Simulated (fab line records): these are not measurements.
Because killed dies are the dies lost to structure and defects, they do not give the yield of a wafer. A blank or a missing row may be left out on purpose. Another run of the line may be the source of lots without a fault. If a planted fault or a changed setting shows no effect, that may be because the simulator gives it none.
The tool behind it: which one? ; flow gf180mcu ; 7 lots, 19 wafers sampled, at 2 steps of a route of 602

WHAT EACH GAUGE READ, for each wafer
GF_HV_LDD_CD_MEAS_07 targets a cd of 400 nm.
lot;measured;on;cdNm (nm)
L258;day 10 19:24;cdSem-01;396.5 396.2 395.7
L260;day 11 08:51;cdSem-01;402.3 400.8 401.2
L262;day 11 17:14;cdSem-01;399.9 398.1 399.7
L266;day 12 21:41;cdSem-02;398.8 399.5 399.3
L269;day 14 01:32;cdSem-02;396.1 396.2
L271;day 14 11:21;cdSem-01;397.1 397.6
L278;day 16 14:59;cdSem-01;401.4 403.3 404.1

EACH LOT AND THE TOOL THAT RAN IT (in order: tool; ch and the chambers of the sampled wafers; start)
lot;GF_POLY_GATE_ETCH_13
L258;rieSi-01 ch 0,1, day 10 00:23
L260;rieSi-02 ch 0,3, day 10 11:36
L262;rieSi-01 ch 1,3, day 10 21:45
L266;rieSi-02 ch 1,2,3, day 11 23:55
L269;rieSi-02 ch 0,1, day 13 04:05
L271;rieSi-02 ch 0,3, day 13 13:34
L278;rieSi-01 ch 1,2,3, day 15 15:28
- GF_POLY_GATE_ETCH_13: etches poly-Si in HBr/Cl2, stops on SiO2, target depth 198.5 nm, time 69.6 s.

THE ANSWER, worked out from the rows above alone
Rule: the lots themselves supply what counts as usual. Put in order of their means at a reading, lots are off if they are a third of the lots or fewer, leave a main group of 4 or more, and stand apart from it by a gap of 3 or more times the standard deviation of the main group's means; of several such gaps the widest counts. A main group whose means are all the same, to the digits that the tables above print for the reading, isn't used. Also off: a lot with no number at a reading for which 4 or more lots have one. The other lots that the step has rows for count as sound.
None of the lots is off at any reading shown; this tells nothing.

WHAT THE SIMULATOR PUT IN
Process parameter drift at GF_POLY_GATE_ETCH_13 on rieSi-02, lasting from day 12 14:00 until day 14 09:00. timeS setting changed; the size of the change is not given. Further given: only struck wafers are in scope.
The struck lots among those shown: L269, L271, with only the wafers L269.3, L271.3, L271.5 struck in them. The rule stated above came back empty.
